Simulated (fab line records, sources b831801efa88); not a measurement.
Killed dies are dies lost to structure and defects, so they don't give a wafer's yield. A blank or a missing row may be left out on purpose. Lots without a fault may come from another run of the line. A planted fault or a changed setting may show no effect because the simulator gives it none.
Which tool did it? | flow gf180mcu | 6 lots, 18 wafers sampled, at 2 steps of a route of 602

WHAT THE GAUGES READ, wafer by wafer
GF_DNWELL_TW_MEAS_09.
lot  | measured    | on            | DNWELL_TW
L164 | day 3 02:15 | film_metro-04 | 1355 1357 1360
L168 | day 3 20:42 | film_metro-03 | 1347 1348 1342
L172 | day 4 17:19 | film_metro-03 | 1346 1346 1349
L174 | day 5 08:12 | film_metro-01 | 1347 1355 1345
L179 | day 6 09:09 | film_metro-01 | 1365 1357 1357
L183 | day 7 06:15 | film_metro-04 | 1528 1526 1526

WHICH TOOL RAN EACH LOT (tool, then ch and the chambers of the sampled wafers, then the start)
lot  | GF_DNWELL_IMPLANT_07
L164 | implanter-02 ch 0, day 3 02:01
L168 | implanter-01 ch 0, day 3 20:29
L172 | implanter-02 ch 0, day 4 17:05
L174 | implanter-02 ch 0, day 5 07:58
L179 | implanter-02 ch 0, day 6 08:55
L183 | implanter-01 ch 0, day 7 06:01
- GF_DNWELL_IMPLANT_07

THE ANSWER, worked out from the rows above alone
Rule: what is usual is taken from the lots themselves. Put in order of their means at a reading, lots are off if they are a third of the lots or fewer, leave a main group of 4 or more, and stand apart from it by a gap of 3 or more times the standard deviation of the main group's means; of several such gaps the widest counts. A main group whose means are all the same, to the digits that the tables above print for the reading, isn't used. A lot without any number at a reading at which 4 lots or more have one is off too. The other lots that the step has rows for count as sound.
Off: L183, at GF_DNWELL_TW_MEAS_09 (DNWELL_TW). The main group: mean 1352, standard deviation 5.7.
A tool fits if, at a process step before that reading, it ran every lot that is off, and no sound lot after the first of them. The gauges at GF_DNWELL_TW_MEAS_09 are tried like those tools. Can't be told from this: 2 tools fit, implanter-01 at GF_DNWELL_IMPLANT_07, film_metro-04 at GF_DNWELL_TW_MEAS_09.

WHAT THE SIMULATOR HAD PUT IN
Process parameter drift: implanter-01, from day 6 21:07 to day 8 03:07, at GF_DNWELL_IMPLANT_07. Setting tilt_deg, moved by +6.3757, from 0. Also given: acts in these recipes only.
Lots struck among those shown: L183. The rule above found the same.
